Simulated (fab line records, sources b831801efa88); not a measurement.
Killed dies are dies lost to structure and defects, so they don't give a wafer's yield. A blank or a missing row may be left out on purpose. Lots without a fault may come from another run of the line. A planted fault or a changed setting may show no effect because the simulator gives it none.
Problem report in the 8D (eight disciplines) form, filled by code | flow sky130 | the parts of the form that need people (team, actions taken, sign-off) are left out

1. THE PROBLEM
killed_at_M0_to_M3 at SKY_PAD_OPEN_PROBE_99 reads a mean of 82 on 3 wafers of 1 lot; wafers without a fault read 43 with a standard deviation of 6.4. That is +6.1 standard deviations from the usual mean.
First seen on wafer L321.1, day 50 01:00, on prober-02. The record holds 6 wafers of 2 lots with a number at this step. Rule for "out", or "out of limits": more than 4 standard deviations from the usual mean. The other wafers with a number count as sound.

2. WHAT IT IS AND WHAT IT IS NOT
question                    | is                                                                                 | is not
which readings at this step | killed_at_M0_to_M3, defect_limited_yield, killed_dies, sort_n_pass, sort_yield_pct | killed_at_M4_up, killed_at_front_end, killed_at_other, killed_open, killed_short, sort_bin_6_memory
which lots                  | L321                                                                               | L312
which wafers of those lots  | all that have a number                                                             | -
read on which tools         | prober-02                                                                          | -
when                        | from day 50 01:00                                                                  | up to then (3 sound wafers)

3. SUSPECTS, AND WHAT RULES EACH OUT
Counting: a tool at a process step up to the reading stays a suspect if it ran every lot that is out and no sound lot after the first of them.
- plasma_asher-01 at SKY_CAPM_STRIP_14 (strips in O2/N2): kept. It ran the lot that is out, L321 (day 42 19:41), and no sound lot after that.
- rie_metal-02 at SKY_METAL3_DESCUM_15 (chemistry O2, time 8 s): kept. It ran the lot that is out, L321 (day 43 18:58), and no sound lot after that; its last sound lot up to then is L312 (day 41 21:26).
- wet_bench-01 at SKY_VIA3_CLEAN_19 (cleans in O3/DIW): kept. It ran the lot that is out, L321 (day 44 19:08), and no sound lot after that.
- prober-02 at SKY_PAD_OPEN_PROBE_99: kept. It ran the lot that is out, L321 (day 50 01:00), and no sound lot after that; its last sound lot up to then is L312 (day 48 12:42). Its own readings are out on those wafers: defect_limited_yield, killed_at_M0_to_M3, killed_dies, sort_n_pass, sort_yield_pct.
Left after counting: plasma_asher-01 at SKY_CAPM_STRIP_14, rie_metal-02 at SKY_METAL3_DESCUM_15, wet_bench-01 at SKY_VIA3_CLEAN_19, prober-02 at SKY_PAD_OPEN_PROBE_99.

4. THE CAUSE (what the simulator had put in)
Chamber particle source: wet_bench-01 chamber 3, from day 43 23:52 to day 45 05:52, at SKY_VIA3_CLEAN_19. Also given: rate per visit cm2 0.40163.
Counting left 4 suspects, and this tool is among them.

5. THE CHAIN OF EFFECTS, in route order
Each row: a reading whose mean over the struck wafers that have a number lies more than 3 standard deviations from the usual. Only readings for which the record gives a usual standard deviation are gone through. hours: the time from each lot's start at the first step in this table that gives one to its start at this step, as a median over the lots. sigmas: the change in usual standard deviations.
hours | step                  | reading              | usual  | on struck wafers | change | sigmas
0     | SKY_PAD_OPEN_PROBE_99 | defect_limited_yield | 82.5 % | 74.5             | -8.0   | -4.2
0     | SKY_PAD_OPEN_PROBE_99 | killed_at_M0_to_M3   | 43     | 82               | +39    | +6.1
0     | SKY_PAD_OPEN_PROBE_99 | killed_dies          | 86     | 126              | +40    | +4.3
0     | SKY_PAD_OPEN_PROBE_99 | sort_bin_5_function  | 10.3 % | 16.4             | +6.1   | +4.1
0     | SKY_PAD_OPEN_PROBE_99 | sort_n_pass          | 406    | 366              | -40    | -4.3
0     | SKY_PAD_OPEN_PROBE_99 | sort_yield_pct       | 82.5 % | 74.5             | -8.0   | -4.2
The process steps in it:
- SKY_PAD_OPEN_PROBE_99

6. WHAT WOULD HAVE CAUGHT IT SOONER
In this record the first reading out of limits was taken at day 50 01:00, 145 hours after the fault began at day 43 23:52.
All the lots that are out (1) had begun SKY_VIA3_CLEAN_19 on wet_bench-01 by day 50 01:00. A hold on the tool at that time would have spared none of them.
